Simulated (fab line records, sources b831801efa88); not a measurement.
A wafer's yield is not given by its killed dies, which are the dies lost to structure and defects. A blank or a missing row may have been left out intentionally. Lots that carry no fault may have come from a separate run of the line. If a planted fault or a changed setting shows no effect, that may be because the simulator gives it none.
Problem report, 8D (eight disciplines) form, completed by code | flow gf180mcu | the parts of the form that need people (team, actions taken, sign-off) are left out

## 1. WHAT WENT WRONG
Wafers free of any fault read 41.9 nm (standard deviation 0.69) for MIM_CVD_05_THK at GF_MIM_THK_MEAS_06, against a mean of 46.2 nm on 6 wafers of 2 lots. Measured from the usual mean, that is +6.3 standard deviations.
Earliest sighting: wafer L344.3 on film metro-03 at day 29 08:20. At this step, 36 wafers from 12 lots have a number in the record. Rule for "out" (also "out of limits"): further than 4 standard deviations from the usual mean. The rest of the wafers with a number are treated as sound.

## 2. WHAT IT IS, WHAT IT ISN'T
question                    | is                           | is not
which readings at this step | MIM_CVD_05_THK               | -
which lots                  | L344, L345                   | L331, L332, L333, L334, L336, L337, L340, L341, L342, L343
which wafers of those lots  | all that have a number       | -
read on which gauges        | film metro-01, film metro-03 | film metro-02
when                        | from day 29 08:20            | up to then (30 sound wafers)

## 3. THE SUSPECTS, EACH WITH WHAT RULES IT OUT
Counting: a tool stays on the suspect list if, at a process step up to the reading, it processed all lots that are out and no sound lot following the first of them.
- the gauge at GF_MIM_THK_MEAS_06: ruled out. Those wafers that are out were read across 2 gauges (film metro-01, film metro-03).
- pecvd-04 at GF_MIM_CVD_05 (deposits Si3N4, target thk 42 nm, time 29.086 s): kept. All lots that are out passed through it, beginning with L344 at day 29 08:17, and no sound lot followed; its final sound lot before that point was L343 at day 29 01:43.
After counting, what remains is pecvd-04 at GF_MIM_CVD_05.

## 4. THE CAUSE (what the simulator had put in)
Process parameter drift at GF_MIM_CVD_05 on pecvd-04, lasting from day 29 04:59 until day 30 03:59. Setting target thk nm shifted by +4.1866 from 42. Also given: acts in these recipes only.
This tool alone remained once counting was done.

## 5. SEQUENCE OF EFFECTS, ordered by route
One row per reading whose mean, taken over the struck wafers that have a number, lies over 3 standard deviations from the usual. Readings are gone through only where the record gives a usual standard deviation; hours: the median, over the lots, of the time from a lot's start at the first step in this table giving one to that lot's start at this step; sigmas: the change measured in usual standard deviations.
hours | step               | reading        | usual   | on struck wafers | change | sigmas
0     | GF_MIM_THK_MEAS_06 | MIM_CVD_05_THK | 41.9 nm | 46.2             | +4.3   | +6.3

## 6. WHAT WOULD HAVE CAUGHT IT SOONER
In this record the first reading out of limits at a measuring or inspecting step was taken at day 29 08:20, 3 hours after the fault began at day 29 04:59.
Of the tool readings at GF_MIM_CVD_05 for which the record gives a usual standard deviation, none was out on any struck wafer, so an alarm limit of 4 standard deviations on them would not have fired.
Lots out: 2; of these, L345 started GF_MIM_CVD_05 on pecvd-04 after day 29 08:20. It would have been spared by a hold on the tool at that moment.
